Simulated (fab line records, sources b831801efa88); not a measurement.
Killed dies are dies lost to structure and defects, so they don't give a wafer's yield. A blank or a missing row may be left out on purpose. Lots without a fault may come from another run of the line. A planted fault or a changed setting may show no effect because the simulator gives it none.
Which tool did it? | flow sky130 | 10 lots, 30 wafers sampled, at 5 steps of a route of 708

WHAT THE GAUGES READ, wafer by wafer
SKY_CAP2M_THK_MEAS_01.
lot  | measured     | on            | CAP2M_CVD_00_THK (nm)
L261 | day 40 19:44 | film_metro-02 | 15.13 15.37 15.47
L265 | day 41 14:31 | film_metro-01 | 15.12 15.42 15.70
L268 | day 42 13:52 | film_metro-04 | 15.25 15.47 15.45
L269 | day 42 15:05 | film_metro-04 | 15.39 15.61 15.65
L271 | day 43 04:01 | film_metro-04 | 15.12 15.19 15.41
L272 | day 43 11:35 | film_metro-04 | 15.53 15.60 15.61
L279 | day 45 02:22 | film_metro-01 | 15.29 15.66 15.61
L281 | day 45 17:20 | film_metro-02 | 13.74 13.70 15.55
L282 | day 45 22:53 | film_metro-04 | 15.55 15.45 15.73
L283 | day 46 07:19 | film_metro-01 | 13.86 13.70 15.74

WHICH TOOL RAN EACH LOT (tool, then ch and the chambers of the sampled wafers, then the start)
lot  | SKY_METAL3_STRIP_19                  | SKY_VIA3_STRIP_16                    | SKY_METAL4_SPUTTER_01        | SKY_CAP2M_CVD_00
L261 | plasma_asher-03 ch 0,1, day 39 16:40 | plasma_asher-04 ch 0,1, day 40 17:58 | pvd_sputter-01, day 40 19:34 | pecvd-04 ch 0,1,2, day 40 19:41
L265 | plasma_asher-02 ch 0,1, day 40 11:25 | plasma_asher-04 ch 0,1, day 41 13:05 | pvd_sputter-04, day 41 14:20 | pecvd-04 ch 1,2, day 41 14:28
L268 | plasma_asher-04 ch 0, day 41 10:36   | plasma_asher-04 ch 0,1, day 42 12:23 | pvd_sputter-02, day 42 13:41 | pecvd-03 ch 1,2, day 42 13:50
L269 | plasma_asher-02 ch 0,1, day 41 12:21 | plasma_asher-03 ch 0,1, day 42 13:32 | pvd_sputter-02, day 42 14:56 | pecvd-02 ch 0,1,2, day 42 15:04
L271 | plasma_asher-02 ch 0,1, day 42 02:11 | plasma_asher-01 ch 1, day 43 02:34   | pvd_sputter-02, day 43 03:50 | pecvd-04 ch 0,2, day 43 03:59
L272 | plasma_asher-03 ch 0,1, day 42 09:26 | plasma_asher-01 ch 0,1, day 43 10:10 | pvd_sputter-01, day 43 11:24 | pecvd-03 ch 0,2, day 43 11:32
L279 | plasma_asher-03 ch 0,1, day 44 01:17 | plasma_asher-04 ch 0,1, day 45 00:55 | pvd_sputter-04, day 45 02:11 | pecvd-02 ch 0,2, day 45 02:19
L281 | plasma_asher-04 ch 0,1, day 44 15:51 | plasma_asher-04 ch 0,1, day 45 15:34 | pvd_sputter-02, day 45 17:11 | pecvd-02 ch 0,1, day 45 17:19
L282 | plasma_asher-04 ch 0,1, day 44 22:10 | plasma_asher-01 ch 0,1, day 45 21:28 | pvd_sputter-04, day 45 22:42 | pecvd-03 ch 0,1,2, day 45 22:50
L283 | plasma_asher-02 ch 0,1, day 45 05:45 | plasma_asher-03 ch 0,1, day 46 05:53 | pvd_sputter-02, day 46 07:10 | pecvd-02 ch 1,2, day 46 07:18
- SKY_METAL3_STRIP_19: strips in O2/N2.
- SKY_VIA3_STRIP_16: strips in O2/N2.
- SKY_METAL4_SPUTTER_01: material TiN, target thk 20 nm, time 16.7 s.
- SKY_CAP2M_CVD_00: deposits SiO2, target thk 15.5 nm.

THE ANSWER, worked out from the rows above alone
Rule: what is usual is taken from the lots themselves. Put in order of their means at a reading, lots are off if they are a third of the lots or fewer, leave a main group of 4 or more, and stand apart from it by a gap of 3 or more times the standard deviation of the main group's means; of several such gaps the widest counts. A main group whose means are all the same, to the digits that the tables above print for the reading, isn't used. A lot without any number at a reading at which 4 lots or more have one is off too. The other lots that the step has rows for count as sound.
Off: L281, L283, at SKY_CAP2M_THK_MEAS_01 (CAP2M_CVD_00_THK). The main group: mean 15.45 nm, standard deviation 0.12.
A tool fits if, at a process step before that reading, it ran every lot that is off, and no sound lot after the first of them. The gauges at SKY_CAP2M_THK_MEAS_01 are tried like those tools. Can't be told from this: 2 tools fit, pvd_sputter-02 at SKY_METAL4_SPUTTER_01, pecvd-02 at SKY_CAP2M_CVD_00.

WHAT THE SIMULATOR HAD PUT IN
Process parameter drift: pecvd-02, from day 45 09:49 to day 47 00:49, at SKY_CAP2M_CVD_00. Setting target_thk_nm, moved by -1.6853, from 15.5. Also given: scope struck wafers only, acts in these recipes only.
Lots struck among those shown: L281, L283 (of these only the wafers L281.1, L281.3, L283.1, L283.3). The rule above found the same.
